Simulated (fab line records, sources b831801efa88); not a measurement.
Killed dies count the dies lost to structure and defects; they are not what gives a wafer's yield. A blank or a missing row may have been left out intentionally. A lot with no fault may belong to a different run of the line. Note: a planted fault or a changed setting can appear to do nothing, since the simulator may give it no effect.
fab line records + flow sky130
record
- lots=14
- wafers=42
- lastDay=50
route steps=708 shown VIA1@478 VIA2@523 METAL3@535 METAL5@665
lots with no fault: from the same line, run without faults
startH: hours from the record's opening day to when the first of the lot's shown wafers began + waitH: hours from the lot's prior step to this one + " repeats the value in the row above + L1.1+2: several wafers, shown together as one row + - value missing, or start not given + * or withheld: withheld + < > ~ a bound
route shown NAME@n: NAME is a module with steps in the file, n the number in the route of the first one + usual: mean/standard deviation taken from wafers without a fault + same: alike in all rows + chamber/n: place in a boat + sites: readings site by site + _std_site: the standard deviation of these + _edge_site: inner sites' mean taken away from outer sites' mean + radiusMm: for every site, how far away it sits from the centre of the wafer + mask NAME#n: copy n + behind: tool/chamber where the wafer was last shaped + hold: what put the lot on hold/how long, in hours/how the hold closed + device: names the non-switching transistor (n, p or np) + end of line: tests of these same wafers at the route's end + where a step has no rows: the recipe by itself + killed: the dies lost at the first sort to structure and to defects; this is not the yield of the wafer + map: dies across one wafer; x = killed, . = not, _ = none there
set.NAME: the run value of the setting; set.NAME@STEP: its run value at that earlier step + model.NAME: the simulator's own value behind a step, which no gauge read
a sample of lots followed through the steps of the route, with each step as a table and each wafer as a row
services: from which hour (startH, from the record's first day; less than 0 if before it) a tool's chamber was out of use, for how many hours, and why
## steps
# step SKY_VIA1_SPUTTER_20
# recipe
- material=TiN
- targetThkNm=20
- chamberPressurePa=5
- powerW=4000
- timeS=80
# usual
- cathodeDcPowerW=4000.0/0.71
- chamberPressurePa=5.000/0.0092
- throttleValvePct=30.3/0.68
| lot.wafer | tool          | chamber | startH | waitH | cathodeDcPowerW | chamberPressurePa | throttleValvePct |
|-----------|---------------|---------|--------|-------|-----------------|-------------------|------------------|
| L756.1    | pvdSputter-03 | -       | 789.30 | 0.0   | 3999.9          | 5.001             | 30.4             |
| L756.5    | "             | -       | "      | "     | 3998.7          | 5.013             | 30.4             |
| L756.6    | "             | -       | "      | "     | 4000.2          | 5.000             | 30.8             |
| L757.2    | pvdSputter-01 | -       | 796.85 | 0.0   | 4001.1          | 5.012             | 30.2             |
| L757.4    | "             | -       | "      | "     | 3998.7          | 4.995             | 29.8             |
| L757.6    | "             | -       | "      | "     | 4000.5          | 5.004             | 30.0             |
| L758.1    | pvdSputter-01 | -       | 811.92 | 0.1   | 3999.2          | 4.995             | 30.4             |
| L758.4    | "             | -       | "      | "     | 4000.7          | 5.000             | 31.9             |
| L758.5    | "             | -       | "      | "     | 3999.2          | 4.995             | 31.7             |
| L759.1    | pvdSputter-02 | -       | 817.07 | 0.0   | 4000.2          | 4.982             | 31.6             |
| L759.2    | "             | -       | "      | "     | 4000.0          | 4.999             | 29.8             |
| L759.3    | "             | -       | "      | "     | 3999.8          | 4.980             | 30.0             |
| L761.2    | pvdSputter-01 | -       | 836.12 | 0.0   | 4000.6          | 4.989             | 30.1             |
| L761.3    | "             | -       | "      | "     | 4000.2          | 4.989             | 30.4             |
| L761.4    | "             | -       | "      | "     | 4000.1          | 5.018             | 31.8             |
| L764.2    | pvdSputter-02 | -       | 851.82 | 0.0   | 4001.4          | 5.002             | 29.4             |
| L764.4    | "             | -       | "      | "     | 4000.7          | 5.011             | 29.9             |
| L764.5    | "             | -       | "      | "     | 4000.0          | 4.999             | 30.0             |
| L765.1    | pvdSputter-02 | -       | 857.07 | 0.0   | 4000.7          | 5.012             | 29.7             |
| L765.2    | "             | -       | "      | "     | 4000.4          | 4.995             | 30.0             |
| L765.6    | "             | -       | "      | "     | 4000.6          | 5.019             | 29.8             |
| L766.1    | pvdSputter-01 | -       | 863.31 | 0.0   | 4000.8          | 4.994             | 30.0             |
| L766.3    | "             | -       | "      | "     | 4000.8          | 5.000             | 30.1             |
| L766.4    | "             | -       | "      | "     | 3999.3          | 5.004             | 30.3             |
| L767.3    | pvdSputter-02 | -       | 874.92 | 0.0   | 4000.2          | 4.993             | 30.2             |
| L767.4    | "             | -       | "      | "     | 3999.5          | 4.995             | 31.3             |
| L767.5    | "             | -       | "      | "     | 3999.4          | 4.987             | 29.5             |
| L768.1    | pvdSputter-03 | -       | 879.55 | 0.0   | 3999.9          | 5.016             | 30.6             |
| L768.4    | "             | -       | "      | "     | 3999.2          | 4.981             | 30.6             |
| L768.6    | "             | -       | "      | "     | 3999.7          | 4.987             | 30.1             |
| L769.1    | pvdSputter-02 | -       | 885.10 | 0.0   | 4000.4          | 4.998             | 31.4             |
| L769.2    | "             | -       | "      | "     | 4000.3          | 5.003             | 29.5             |
| L769.5    | "             | -       | "      | "     | 4000.1          | 5.000             | 29.4             |
| L777.1    | pvdSputter-03 | -       | 944.90 | 0.0   | 4000.3          | 4.980             | 30.3             |
| L777.2    | "             | -       | "      | "     | 3999.5          | 4.988             | 30.4             |
| L777.3    | "             | -       | "      | "     | 3999.5          | 5.010             | 31.0             |
| L778.2    | pvdSputter-02 | -       | 951.73 | 0.0   | 3999.1          | 4.987             | 30.1             |
| L778.3    | "             | -       | "      | "     | 4000.1          | 5.012             | 29.1             |
| L778.6    | "             | -       | "      | "     | 3998.9          | 5.001             | 30.2             |
| L779.2    | pvdSputter-02 | -       | 961.51 | 0.0   | 4000.7          | 4.990             | 30.2             |
| L779.4    | "             | -       | "      | "     | 4001.0          | 5.000             | 29.7             |
| L779.6    | "             | -       | "      | "     | 4000.9          | 4.996             | 29.8             |
# step SKY_VIA2_STRIP_16
# recipe
- chemistry=O2/N2
- powerW=1400
- pressureMtorr=1500
- platenTempC=withheld
- o2FlowSccm=3000
- n2FlowSccm=300
- overashFraction=0.5
# usual
- drypumpMotorCurrentA=5.7/0.3
- n2FlowSccm=300.0/0.9
- oesProductAu=0.398/0.0038
- stripTimeToEndpointS=4.040/0.03
| lot.wafer | tool           | chamber | startH  | waitH | drypumpMotorCurrentA | n2FlowSccm | oesProductAu | rfHoursCounterH | stripTimeToEndpointS |
|-----------|----------------|---------|---------|-------|----------------------|------------|--------------|-----------------|----------------------|
| L756.1    | plasmaAsher-03 | 0       | 844.41  | 0.0   | 5.2                  | 299.9      | 0.403        | 39              | 4.057                |
| L756.5    | "              | 0       | "       | "     | 5.2                  | 300.4      | 0.398        | -               | 4.055                |
| L756.6    | "              | 1       | "       | "     | 5.9                  | 300.5      | 0.394        | -               | 3.998                |
| L757.2    | plasmaAsher-01 | 0       | 851.54  | 0.0   | 5.5                  | 301.0      | 0.402        | 11              | 4.061                |
| L757.4    | "              | 0       | "       | "     | 5.6                  | 299.8      | 0.399        | -               | 4.039                |
| L757.6    | "              | 1       | "       | "     | 5.4                  | 300.6      | 0.397        | -               | 4.044                |
| L758.1    | plasmaAsher-04 | 0       | 867.18  | 0.0   | 6.1                  | 300.4      | 0.395        | 72              | 4.080                |
| L758.4    | "              | 0       | "       | "     | 6.1                  | 300.1      | 0.400        | -               | 4.038                |
| L758.5    | "              | 1       | "       | "     | 5.7                  | 300.0      | 0.401        | -               | 4.056                |
| L759.1    | plasmaAsher-03 | 1       | 871.16  | 0.0   | 5.9                  | 301.4      | 0.408        | 42              | 4.075                |
| L759.2    | "              | 0       | "       | "     | 5.2                  | 299.0      | 0.404        | 42              | 4.119                |
| L759.3    | "              | 0       | "       | "     | 5.2                  | 300.8      | 0.410        | -               | 4.027                |
| L761.2    | plasmaAsher-04 | 0       | 890.94  | 0.0   | 6.1                  | 298.1      | 0.396        | 75              | 4.001                |
| L761.3    | "              | 0       | "       | "     | 6.1                  | 297.9      | 0.402        | -               | 4.015                |
| L761.4    | "              | 1       | "       | "     | 5.7                  | 301.0      | 0.401        | -               | 4.079                |
| L764.2    | plasmaAsher-04 | 0       | 906.56  | 0.0   | 6.1                  | 299.0      | 0.392        | 77              | 4.009                |
| L764.4    | "              | 0       | "       | "     | 6.1                  | 299.3      | 0.394        | -               | 4.068                |
| L764.5    | "              | 1       | "       | "     | 5.7                  | 300.7      | 0.401        | -               | 4.032                |
| L765.1    | plasmaAsher-01 | 1       | 910.56  | 0.0   | 5.4                  | 299.2      | 0.404        | 16              | 4.018                |
| L765.2    | "              | 0       | "       | "     | 5.6                  | 300.6      | 0.398        | 16              | 4.000                |
| L765.6    | "              | 1       | "       | "     | 5.4                  | 301.1      | 0.398        | -               | 3.996                |
| L766.1    | plasmaAsher-01 | 1       | 918.16  | 0.0   | 5.4                  | 299.2      | 0.396        | 17              | 4.063                |
| L766.3    | "              | 1       | "       | "     | 5.4                  | 298.9      | 0.396        | -               | 4.034                |
| L766.4    | "              | 0       | "       | "     | 5.6                  | 300.2      | 0.400        | -               | 4.076                |
| L767.3    | plasmaAsher-04 | 0       | 927.42  | 0.1   | 6.1                  | 300.8      | 0.399        | -               | 4.031                |
| L767.4    | "              | 1       | "       | "     | 5.7                  | 298.3      | 0.405        | -               | 4.061                |
| L767.5    | "              | 1       | "       | "     | 5.7                  | 299.6      | 0.397        | -               | 4.020                |
| L768.1    | plasmaAsher-01 | 1       | 932.33  | 0.0   | 5.4                  | 300.0      | 0.391        | 18              | 4.018                |
| L768.4    | "              | 1       | "       | "     | 5.4                  | 300.4      | 0.395        | -               | 4.034                |
| L768.6    | "              | 0       | "       | "     | 5.5                  | 301.3      | 0.398        | -               | 3.998                |
| L769.1    | plasmaAsher-03 | 1       | 937.81  | 0.0   | 5.9                  | 301.3      | 0.398        | 49              | 4.042                |
| L769.2    | "              | 0       | "       | "     | 5.2                  | 300.1      | 0.398        | 49              | 4.082                |
| L769.5    | "              | 1       | "       | "     | 5.9                  | 301.4      | 0.394        | -               | 4.038                |
| L777.1    | plasmaAsher-04 | 1       | 999.23  | 0.0   | 5.7                  | 299.6      | 0.399        | 86              | 4.011                |
| L777.2    | "              | 0       | "       | "     | 6.1                  | 299.8      | 0.403        | 86              | 4.066                |
| L777.3    | "              | 0       | "       | "     | 6.1                  | 298.7      | 0.395        | -               | 4.004                |
| L778.2    | plasmaAsher-04 | 1       | 1003.16 | 0.1   | 5.7                  | 299.7      | 0.395        | 86              | 4.017                |
| L778.3    | "              | 1       | "       | "     | 5.7                  | 298.8      | 0.395        | -               | 4.028                |
| L778.6    | "              | 1       | "       | "     | 5.7                  | 299.4      | 0.395        | -               | 4.027                |
| L779.2    | plasmaAsher-01 | 0       | 1012.16 | 0.0   | 5.5                  | 299.2      | 0.393        | 27              | 3.968                |
| L779.4    | "              | 0       | "       | "     | 5.5                  | 299.9      | 0.402        | -               | 4.073                |
| L779.6    | "              | 0       | "       | "     | 5.5                  | 300.5      | 0.398        | -               | 4.017                |
# step SKY_METAL3_SPUTTER_03
# recipe
- material=Ti
- targetThkNm=5
- powerW=3000
- timeS=3.3
- chamberPressurePa=0.4
# usual
- cathodeDcPowerW=3000.0/0.54
- chamberPressurePa=0.4000/0.00084
- throttleValvePct=30.6/0.66
| lot.wafer | tool          | chamber | startH  | waitH | cathodeDcPowerW | chamberPressurePa | throttleValvePct |
|-----------|---------------|---------|---------|-------|-----------------|-------------------|------------------|
| L756.1    | pvdSputter-01 | -       | 845.90  | 0.0   | 3000.0          | 0.3991            | 31.8             |
| L756.5    | "             | -       | "       | "     | 3000.9          | 0.4002            | 30.6             |
| L756.6    | "             | -       | "       | "     | 3000.0          | 0.3991            | 29.8             |
| L757.2    | pvdSputter-01 | -       | 853.05  | 0.0   | 2999.8          | 0.4001            | 31.7             |
| L757.4    | "             | -       | "       | "     | 2999.7          | 0.4021            | 29.9             |
| L757.6    | "             | -       | "       | "     | 2999.5          | 0.3993            | 30.5             |
| L758.1    | pvdSputter-04 | -       | 868.53  | 0.0   | 2999.7          | 0.3987            | 29.2             |
| L758.4    | "             | -       | "       | "     | 3000.9          | 0.3999            | 32.2             |
| L758.5    | "             | -       | "       | "     | 3000.5          | 0.3997            | 32.1             |
| L759.1    | pvdSputter-01 | -       | 872.51  | 0.0   | 2999.9          | 0.4010            | 30.2             |
| L759.2    | "             | -       | "       | "     | 3000.6          | 0.3987            | 30.1             |
| L759.3    | "             | -       | "       | "     | 3000.1          | 0.3993            | 30.2             |
| L761.2    | pvdSputter-03 | -       | 892.30  | 0.0   | 3000.1          | 0.3995            | 30.3             |
| L761.3    | "             | -       | "       | "     | 3000.9          | 0.4001            | 31.2             |
| L761.4    | "             | -       | "       | "     | 2999.8          | 0.3994            | 30.4             |
| L764.2    | pvdSputter-04 | -       | 908.00  | 0.0   | 3001.2          | 0.4001            | 31.9             |
| L764.4    | "             | -       | "       | "     | 2999.9          | 0.3983            | 30.9             |
| L764.5    | "             | -       | "       | "     | 2999.9          | 0.4009            | 30.9             |
| L765.1    | pvdSputter-03 | -       | 911.92  | 0.0   | 3000.4          | 0.4000            | 30.3             |
| L765.2    | "             | -       | "       | "     | 3000.7          | 0.3999            | 31.1             |
| L765.6    | "             | -       | "       | "     | 3000.2          | 0.3990            | 30.5             |
| L766.1    | pvdSputter-03 | -       | 919.51  | 0.0   | 3000.1          | 0.3993            | 30.3             |
| L766.3    | "             | -       | "       | "     | 2999.4          | 0.3997            | 30.1             |
| L766.4    | "             | -       | "       | "     | 2999.5          | 0.3990            | 30.9             |
| L767.3    | pvdSputter-03 | -       | 928.74  | 0.0   | 2999.4          | 0.4016            | 30.7             |
| L767.4    | "             | -       | "       | "     | 3000.4          | 0.4001            | 30.2             |
| L767.5    | "             | -       | "       | "     | 3000.1          | 0.4001            | 30.6             |
| L768.1    | pvdSputter-01 | -       | 933.72  | 0.0   | 2998.6          | 0.4012            | 30.0             |
| L768.4    | "             | -       | "       | "     | 3000.0          | 0.3985            | 29.8             |
| L768.6    | "             | -       | "       | "     | 3000.9          | 0.3994            | 30.2             |
| L769.1    | pvdSputter-03 | -       | 939.17  | 0.0   | 3000.4          | 0.4012            | 31.0             |
| L769.2    | "             | -       | "       | "     | 3000.6          | 0.3990            | 30.3             |
| L769.5    | "             | -       | "       | "     | 3000.3          | 0.4004            | 30.4             |
| L777.1    | pvdSputter-04 | -       | 1000.69 | 0.0   | 2999.8          | 0.3988            | 29.4             |
| L777.2    | "             | -       | "       | "     | 2999.6          | 0.4007            | 30.6             |
| L777.3    | "             | -       | "       | "     | 3000.9          | 0.4000            | 30.8             |
| L778.2    | pvdSputter-03 | -       | 1004.55 | 0.0   | 2999.6          | 0.4016            | 30.8             |
| L778.3    | "             | -       | "       | "     | 3000.3          | 0.4007            | 30.5             |
| L778.6    | "             | -       | "       | "     | 3000.9          | 0.4008            | 31.1             |
| L779.2    | pvdSputter-04 | -       | 1013.51 | 0.0   | 2999.2          | 0.4009            | 30.4             |
| L779.4    | "             | -       | "       | "     | 3001.2          | 0.4006            | 31.0             |
| L779.6    | "             | -       | "       | "     | 3000.5          | 0.4008            | 30.2             |
# step SKY_METAL5_SPUTTER_04
# recipe
- material=TiN
- targetThkNm=70
- powerW=6500
- timeS=58.3
- chamberPressurePa=0.4
# usual
- cathodeDcPowerW=6500.0/1.3
- chamberPressurePa=0.4000/0.00083
- throttleValvePct=30.6/0.85
| lot.wafer | tool          | chamber | startH  | waitH | cathodeDcPowerW | chamberPressurePa | throttleValvePct |
|-----------|---------------|---------|---------|-------|-----------------|-------------------|------------------|
| L756.1    | pvdSputter-02 | -       | 1004.28 | 0.0   | 6497.8          | 0.3998            | 31.4             |
| L756.5    | "             | -       | "       | "     | 6498.9          | 0.3998            | 31.5             |
| L756.6    | "             | -       | "       | "     | 6502.1          | 0.4009            | 29.9             |
| L757.2    | pvdSputter-04 | -       | 1008.60 | 0.0   | 6499.1          | 0.4006            | 32.2             |
| L757.4    | "             | -       | "       | "     | 6499.0          | 0.4003            | 30.3             |
| L757.6    | "             | -       | "       | "     | 6500.2          | 0.3992            | 30.9             |
| L758.1    | pvdSputter-01 | -       | 1020.39 | 0.0   | 6499.8          | 0.3999            | 30.5             |
| L758.4    | "             | -       | "       | "     | 6498.9          | 0.3998            | 31.4             |
| L758.5    | "             | -       | "       | "     | 6500.2          | 0.3997            | 30.2             |
| L759.1    | pvdSputter-02 | -       | 1028.70 | 0.0   | 6501.7          | 0.3980            | 30.0             |
| L759.2    | "             | -       | "       | "     | 6497.9          | 0.4003            | 30.0             |
| L759.3    | "             | -       | "       | "     | 6499.4          | 0.4011            | 29.5             |
| L761.2    | pvdSputter-01 | -       | 1046.94 | 0.0   | 6501.8          | 0.4005            | 30.4             |
| L761.3    | "             | -       | "       | "     | 6500.6          | 0.3992            | 31.4             |
| L761.4    | "             | -       | "       | "     | 6499.3          | 0.4003            | 30.1             |
| L764.2    | pvdSputter-01 | -       | 1057.49 | 0.0   | 6501.1          | 0.4015            | 31.6             |
| L764.4    | "             | -       | "       | "     | 6501.8          | 0.3995            | 30.1             |
| L764.5    | "             | -       | "       | "     | 6500.6          | 0.4000            | 31.6             |
| L765.1    | pvdSputter-04 | -       | 1061.46 | 0.0   | 6502.0          | 0.4000            | 31.9             |
| L765.2    | "             | -       | "       | "     | 6502.0          | 0.3988            | 30.9             |
| L765.6    | "             | -       | "       | "     | 6503.2          | 0.4001            | 32.2             |
| L766.1    | pvdSputter-02 | -       | 1068.89 | 0.0   | 6502.3          | 0.3994            | 31.4             |
| L766.3    | "             | -       | "       | "     | 6499.8          | 0.4019            | 29.8             |
| L766.4    | "             | -       | "       | "     | 6500.5          | 0.3994            | 29.7             |
| L767.3    | pvdSputter-01 | -       | 1077.54 | 0.0   | 6500.2          | 0.4011            | 29.9             |
| L767.4    | "             | -       | "       | "     | 6498.8          | 0.3993            | 30.2             |
| L767.5    | "             | -       | "       | "     | 6502.4          | 0.3996            | 30.0             |
| L768.1    | pvdSputter-01 | -       | 1080.31 | 0.0   | -               | -                 | -                |
| L768.4    | "             | -       | "       | "     | -               | -                 | -                |
| L768.6    | "             | -       | "       | "     | -               | -                 | -                |
| L769.1    | pvdSputter-02 | -       | 1084.17 | 0.0   | -               | -                 | -                |
| L769.2    | "             | -       | "       | "     | -               | -                 | -                |
| L769.5    | "             | -       | "       | "     | -               | -                 | -                |
| L777.1    | pvdSputter-01 | -       | 1135.86 | 0.0   | 6500.3          | 0.4002            | 30.2             |
| L777.2    | "             | -       | "       | "     | 6501.4          | 0.3994            | 29.6             |
| L777.3    | "             | -       | "       | "     | 6499.9          | 0.4002            | 31.5             |
| L778.2    | pvdSputter-01 | -       | 1138.24 | 0.0   | 6500.3          | 0.3995            | 29.8             |
| L778.3    | "             | -       | "       | "     | 6499.2          | 0.3998            | 31.9             |
| L778.6    | "             | -       | "       | "     | 6501.2          | 0.4013            | 29.9             |
| L779.2    | pvdSputter-04 | -       | 1147.02 | 0.0   | 6500.8          | 0.3986            | 31.9             |
| L779.4    | "             | -       | "       | "     | 6500.2          | 0.4001            | 30.4             |
| L779.6    | "             | -       | "       | "     | 6497.9          | 0.3993            | 29.3             |
# step SKY_METAL5_THK_MEAS_06
# recipe
- thkMeasGauge=xrf
- reads=AlCu_of_METAL5_SPUTTER_02
# usual
- METAL5_ALCU_THK=1137/13
| lot.wafer | tool         | chamber | startH  | waitH | METAL5_ALCU_THK[nm] |
|-----------|--------------|---------|---------|-------|---------------------|
| L756.1    | filmMetro-04 | -       | 1004.45 | 0.1   | 1141                |
| L756.5    | "            | -       | "       | "     | 1135                |
| L756.6    | "            | -       | "       | "     | 1131                |
| L757.2    | filmMetro-04 | -       | 1008.78 | 0.1   | 1125                |
| L757.4    | "            | -       | "       | "     | 1123                |
| L757.6    | "            | -       | "       | "     | 1111                |
| L758.1    | filmMetro-01 | -       | 1020.56 | 0.1   | 1136                |
| L758.4    | "            | -       | "       | "     | 1127                |
| L758.5    | "            | -       | "       | "     | 1128                |
| L759.1    | filmMetro-02 | -       | 1028.87 | 0.1   | 1128                |
| L759.2    | "            | -       | "       | "     | 1141                |
| L759.3    | "            | -       | "       | "     | 1136                |
| L761.2    | filmMetro-02 | -       | 1047.12 | 0.1   | 1132                |
| L761.3    | "            | -       | "       | "     | 1130                |
| L761.4    | "            | -       | "       | "     | 1127                |
| L764.2    | filmMetro-02 | -       | 1057.67 | 0.1   | 1115                |
| L764.4    | "            | -       | "       | "     | 1127                |
| L764.5    | "            | -       | "       | "     | 1125                |
| L765.1    | filmMetro-01 | -       | 1061.63 | 0.1   | 1128                |
| L765.2    | "            | -       | "       | "     | 1118                |
| L765.6    | "            | -       | "       | "     | 1135                |
| L766.1    | filmMetro-01 | -       | 1069.06 | 0.1   | 1169                |
| L766.3    | "            | -       | "       | "     | 1145                |
| L766.4    | "            | -       | "       | "     | 1144                |
| L767.3    | filmMetro-01 | -       | 1077.73 | 0.1   | 1154                |
| L767.4    | "            | -       | "       | "     | 1133                |
| L767.5    | "            | -       | "       | "     | 1146                |
| L768.1    | filmMetro-02 | -       | 1080.48 | 0.1   | 1343                |
| L768.4    | "            | -       | "       | "     | 1341                |
| L768.6    | "            | -       | "       | "     | 1346                |
| L769.1    | filmMetro-01 | -       | 1084.34 | 0.1   | 1324                |
| L769.2    | "            | -       | "       | "     | 1354                |
| L769.5    | "            | -       | "       | "     | 1319                |
| L777.1    | filmMetro-04 | -       | 1136.03 | 0.1   | 1140                |
| L777.2    | "            | -       | "       | "     | 1152                |
| L777.3    | "            | -       | "       | "     | 1151                |
| L778.2    | filmMetro-02 | -       | 1138.42 | 0.1   | 1154                |
| L778.3    | "            | -       | "       | "     | 1149                |
| L778.6    | "            | -       | "       | "     | 1155                |
| L779.2    | filmMetro-01 | -       | 1147.20 | 0.1   | 1133                |
| L779.4    | "            | -       | "       | "     | 1157                |
| L779.6    | "            | -       | "       | "     | 1123                |
# step SKY_METAL5_METAL_ETCH_15
# recipe
- targetDepthA=12600
- stopOn=SiO2
- overEtchFrac=0.2
- timeS=252
- chemistry=Cl2/BCl3
- resistSidewallDeg=86
- pressureMtorr=10
- icpW=900
- biasW=48.5
- Cl2_flow_sccm=60
- bcl3FlowSccm=30
# usual
- drypumpMotorCurrentA=5.77/0.25
- oesProductAu=0.895/0.0043
- throttleValvePct=22.265/0.0089
| lot.wafer | tool        | chamber | startH  | waitH | drypumpMotorCurrentA | oesProductAu | rfHoursCounterH | throttleValvePct |
|-----------|-------------|---------|---------|-------|----------------------|--------------|-----------------|------------------|
| L756.1    | rieMetal-04 | 1       | 1027.37 | 0.0   | 5.65                 | 0.900        | 16              | 22.256           |
| L756.5    | "           | 0       | "       | "     | 5.45                 | 0.891        | -               | 22.253           |
| L756.6    | "           | 1       | "       | "     | 5.65                 | 0.896        | -               | 22.278           |
| L757.2    | rieMetal-04 | 0       | 1031.92 | 0.0   | 5.45                 | 0.890        | 15              | 22.263           |
| L757.4    | "           | 0       | "       | "     | 5.46                 | 0.890        | -               | 22.266           |
| L757.6    | "           | 0       | "       | "     | 5.47                 | 0.903        | -               | 22.249           |
| L758.1    | rieMetal-03 | 1       | 1042.67 | 0.0   | 5.63                 | 0.896        | 12              | 22.254           |
| L758.4    | "           | 0       | "       | "     | 5.79                 | 0.895        | -               | 22.244           |
| L758.5    | "           | 0       | "       | "     | 5.78                 | 0.896        | -               | 22.274           |
| L759.1    | rieMetal-03 | 1       | 1051.40 | 0.0   | 5.61                 | 0.892        | 12              | 22.273           |
| L759.2    | "           | 0       | "       | "     | 5.78                 | 0.892        | 20              | 22.269           |
| L759.3    | "           | 1       | "       | "     | 5.60                 | 0.890        | -               | 22.263           |
| L761.2    | rieMetal-04 | 0       | 1067.28 | 0.0   | 5.46                 | 0.895        | 17              | 22.248           |
| L761.3    | "           | 0       | "       | "     | 5.46                 | 0.895        | -               | 22.283           |
| L761.4    | "           | 1       | "       | "     | 5.64                 | 0.895        | -               | 22.270           |
| L764.2    | rieMetal-04 | 0       | 1078.16 | 0.1   | 5.47                 | 0.903        | -               | 22.248           |
| L764.4    | "           | 0       | "       | "     | 5.46                 | 0.904        | -               | 22.269           |
| L764.5    | "           | 0       | "       | "     | 5.45                 | 0.901        | -               | 22.261           |
| L765.1    | rieMetal-02 | 1       | 1082.02 | 0.0   | 6.14                 | 0.889        | 23              | 22.266           |
| L765.2    | "           | 0       | "       | "     | 6.09                 | 0.886        | 9               | 22.262           |
| L765.6    | "           | 0       | "       | "     | 6.12                 | 0.896        | -               | 22.281           |
| L766.1    | rieMetal-03 | 0       | 1089.08 | 0.0   | 5.75                 | 0.897        | 23              | 22.265           |
| L766.3    | "           | 1       | "       | "     | 5.61                 | 0.890        | -               | 22.283           |
| L766.4    | "           | 0       | "       | "     | 5.77                 | 0.900        | -               | 22.266           |
| L767.3    | rieMetal-03 | 0       | 1097.86 | 0.1   | 5.77                 | 0.899        | -               | 22.255           |
| L767.4    | "           | 1       | "       | "     | 5.63                 | 0.888        | -               | 22.250           |
| L767.5    | "           | 0       | "       | "     | 5.77                 | 0.894        | -               | 22.264           |
| L768.1    | rieMetal-03 | 0       | 1100.25 | 0.0   | 5.78                 | 0.880        | 24              | 22.255           |
| L768.4    | "           | 1       | "       | "     | 5.61                 | 0.872        | -               | 22.267           |
| L768.6    | "           | 0       | "       | "     | 5.79                 | 0.869        | -               | 22.270           |
| L769.1    | rieMetal-02 | 0       | 1104.43 | 0.0   | 6.08                 | 0.873        | 10              | 22.276           |
| L769.2    | "           | 1       | "       | "     | 6.16                 | 0.870        | 24              | 22.268           |
| L769.5    | "           | 1       | "       | "     | 6.17                 | 0.876        | -               | 22.269           |
| L777.1    | rieMetal-04 | 0       | 1153.67 | 0.0   | 5.45                 | 0.892        | 25              | 22.271           |
| L777.2    | "           | 1       | "       | "     | 5.61                 | 0.893        | 24              | 22.250           |
| L777.3    | "           | 0       | "       | "     | 5.44                 | 0.895        | -               | 22.264           |
| L778.2    | rieMetal-02 | 1       | 1156.43 | 0.0   | 6.14                 | 0.893        | 29              | 22.270           |
| L778.3    | "           | 0       | "       | "     | 6.07                 | 0.894        | -               | 22.254           |
| L778.6    | "           | 0       | "       | "     | 6.10                 | 0.898        | -               | 22.282           |
| L779.2    | rieMetal-04 | 0       | 1164.50 | 0.0   | 5.48                 | 0.901        | 26              | 22.267           |
| L779.4    | "           | 0       | "       | "     | 5.47                 | 0.894        | -               | 22.274           |
| L779.6    | "           | 0       | "       | "     | 5.47                 | 0.894        | -               | 22.273           |
## services
| tool           | chamber | startH  | hours | kind   |
|----------------|---------|---------|-------|--------|
| plasmaAsher-01 | -       | 770.12  | 3.0   | repair |
| pvdSputter-04  | -       | 796.37  | 2.6   | repair |
| pvdSputter-02  | -       | 809.80  | 2.2   | repair |
| pvdSputter-03  | -       | 810.95  | 59.8  | repair |
| pvdSputter-03  | -       | 814.59  | 5.3   | repair |
| pvdSputter-03  | -       | 826.66  | 2.2   | repair |
| pvdSputter-02  | -       | 839.16  | 3.3   | repair |
| plasmaAsher-01 | -       | 842.92  | 1.7   | repair |
| pvdSputter-04  | -       | 847.75  | 4.6   | repair |
| rieMetal-03    | -       | 848.49  | 2.8   | pm     |
| pvdSputter-02  | -       | 860.13  | 3.2   | repair |
| plasmaAsher-01 | -       | 873.68  | 4.5   | repair |
| rieMetal-04    | -       | 876.98  | 1.0   | repair |
| pvdSputter-02  | -       | 927.37  | 2.5   | repair |
| pvdSputter-01  | -       | 957.34  | 0.5   | repair |
| pvdSputter-03  | -       | 988.11  | 1.3   | repair |
| pvdSputter-01  | -       | 1003.05 | 6.7   | repair |
| rieMetal-03    | -       | 1009.17 | 1.4   | pm     |
| rieMetal-03    | 1       | 1055.13 | 14.6  | repair |
| rieMetal-03    | 0       | 1057.29 | 2.8   | repair |
| rieMetal-04    | 1       | 1070.24 | 18.4  | repair |
| pvdSputter-03  | -       | 1080.38 | 7.8   | repair |
| pvdSputter-04  | -       | 1102.89 | 1.1   | repair |
| pvdSputter-02  | -       | 1153.53 | 0.5   | repair |
## key
firstSign
- step=SKY_METAL5_SPUTTER_04
- reading=toolRecord
- direction=missing
effect
- step=SKY_METAL5_THK_MEAS_06
- reading=METAL5_ALCU_THK
- direction=up
- sigmas=16
- usual=1137
- struck=1338
effect
- step=SKY_METAL5_METAL_ETCH_15
- reading=oesProductAu
- direction=down
- sigmas=4.9
- usual=0.895
- struck=0.873
metAt SKY_METAL5_SPUTTER_04
struckLots L768,L769
laterRowsLeftOut L768.1,L768.4,L768.6,L769.1,L769.2,L769.5
sortLeftOut L768.1,L768.4,L768.6,L769.1,L769.2,L769.5
notActingAt SKY_VIA1_SPUTTER_20,SKY_VIA2_STRIP_16,SKY_METAL3_SPUTTER_03
onsetBetween 1077.54 1080.31
fault
- kind=skippedStepWhole
- tool=pvdSputter-01,pvdSputter-02
- chamber=-
- onsetH=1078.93
- steps=SKY_METAL5_SPUTTER_04
- scope=struckLotsOnly
# sortLeftOut: the simulated sort isn't trusted on such a fault, so these wafers' sort isn't shown, and their yield isn't known
# laterRowsLeftOut: the simulator's readings of these wafers behind a module that went badly wrong aren't trusted and aren't shown, but for the sort
